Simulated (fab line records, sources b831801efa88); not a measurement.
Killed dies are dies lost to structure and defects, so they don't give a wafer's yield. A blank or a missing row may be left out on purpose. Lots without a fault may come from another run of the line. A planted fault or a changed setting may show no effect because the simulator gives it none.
Which tool did it? | flow gf180mcu | 11 lots, 33 wafers sampled, at 3 steps of a route of 602

WHAT THE GAUGES READ, wafer by wafer
GF_V4_CD_MEAS_14: target cd 260 nm.
lot  | measured     | on        | cd_nm (nm)
L734 | day 24 17:50 | cd_sem-02 | 257.5 258.9 258.5
L735 | day 24 22:02 | cd_sem-02 | 260.7 261.5 260.4
L736 | day 25 05:13 | cd_sem-02 | 260.1 260.2 259.9
L742 | day 27 03:23 | cd_sem-01 | 260.0 259.1 259.6
L745 | day 28 05:27 | cd_sem-02 | 259.4 259.5 260.0
L750 | day 29 15:43 | cd_sem-02 | 260.0 259.5 258.7
L751 | day 30 03:12 | cd_sem-01 | 261.5 262.4 260.9
L754 | day 30 20:15 | cd_sem-01 | 259.4 260.6 259.4
L755 | day 31 02:58 | cd_sem-02 | 260.7 261.2 260.8
L756 | day 31 05:13 | cd_sem-01 | 258.0 258.7 258.2
L757 | day 31 12:56 | cd_sem-02 | 259.0 260.4 259.7

GF_V5_THK_MEAS_03.
lot  | measured     | on            | V5_CVD_02_THK (nm)
L734 | day 26 16:01 | film_metro-03 | 1440 1435 1458
L735 | day 26 19:49 | film_metro-03 | 1435 1439 1460
L736 | day 27 02:04 | film_metro-03 | 1424 1463 1466
L742 | day 28 23:22 | film_metro-03 | 1433 1417 1432
L745 | day 29 23:59 | film_metro-03 | 1470 1482 1486
L750 | day 31 07:54 | film_metro-04 | 1440 1454 1459
L751 | day 31 18:00 | film_metro-01 | 1450 1438 1468
L754 | day 32 10:44 | film_metro-03 | 1464 1448 1453
L755 | day 32 16:10 | film_metro-03 | 1472 1458 1469
L756 | day 32 18:31 | film_metro-04 | 1458 1474 1448
L757 | day 33 01:08 | film_metro-01 | 1449 1451 1442

WHICH TOOL RAN EACH LOT (tool, then ch and the chambers of the sampled wafers, then the start)
lot  | GF_MIM_STRIP_20
L734 | plasma_asher-03 ch 0,1, day 25 17:35
L735 | plasma_asher-04 ch 1, day 25 21:25
L736 | plasma_asher-03 ch 0,1, day 26 04:53
L742 | plasma_asher-03 ch 0,1, day 28 02:01
L745 | plasma_asher-02 ch 0,1, day 29 03:08
L750 | plasma_asher-04 ch 0,1, day 30 12:41
L751 | plasma_asher-03 ch 0,1, day 30 23:07
L754 | plasma_asher-02 ch 0,1, day 31 15:14
L755 | plasma_asher-04 ch 0,1, day 31 21:59
L756 | plasma_asher-04 ch 0,1, day 32 00:13
L757 | plasma_asher-02 ch 0,1, day 32 07:41
- GF_MIM_STRIP_20: strips in O2/N2.

WHAT THE TOOLS THEMSELVES READ (means of the sampled wafers that have a number; where no wafer has one, the mark that the record gives instead)
GF_MIM_STRIP_20.
lot  | tool            | drypump_motor_current_A (A) | heater_power_w (W) | oes_product_au (a.u.) | strip_time_to_endpoint_s (s)
L734 | plasma_asher-03 | 5.3                         | 335                | 0.697                 | 11.31
L735 | plasma_asher-04 | 5.6                         | 334                | 0.697                 | 11.28
L736 | plasma_asher-03 | 5.3                         | 336                | 0.695                 | 11.25
L742 | plasma_asher-03 | 5.3                         | 338                | 0.689                 | 11.22
L745 | plasma_asher-02 | 6.1                         | 297                | 0.689                 | 11.18
L750 | plasma_asher-04 | 5.3                         | 313                | 0.692                 | 11.17
L751 | plasma_asher-03 | 5.6                         | 336                | 0.698                 | 11.26
L754 | plasma_asher-02 | 5.8                         | 302                | 0.690                 | 11.21
L755 | plasma_asher-04 | 5.3                         | 308                | 0.689                 | 11.22
L756 | plasma_asher-04 | 5.5                         | 324                | 0.691                 | 11.22
L757 | plasma_asher-02 | 6.1                         | 293                | 0.696                 | 11.25

THE ANSWER, worked out from the rows above alone
Rule: what is usual is taken from the lots themselves. Put in order of their means at a reading, lots are off if they are a third of the lots or fewer, leave a main group of 4 or more, and stand apart from it by a gap of 3 or more times the standard deviation of the main group's means; of several such gaps the widest counts. A main group whose means are all the same, to the digits that the tables above print for the reading, isn't used. A lot without any number at a reading at which 4 lots or more have one is off too. The other lots that the step has rows for count as sound. The gauges are gone through in route order, then the tools' own readings, and for those a lot's mean is taken as printed above. The first step at which some lot is off is used, and at that step the reading that is off furthest; a lot without a number counts as furthest.
No lot is off at any reading shown: from this, nothing can be told.

WHAT THE SIMULATOR HAD PUT IN
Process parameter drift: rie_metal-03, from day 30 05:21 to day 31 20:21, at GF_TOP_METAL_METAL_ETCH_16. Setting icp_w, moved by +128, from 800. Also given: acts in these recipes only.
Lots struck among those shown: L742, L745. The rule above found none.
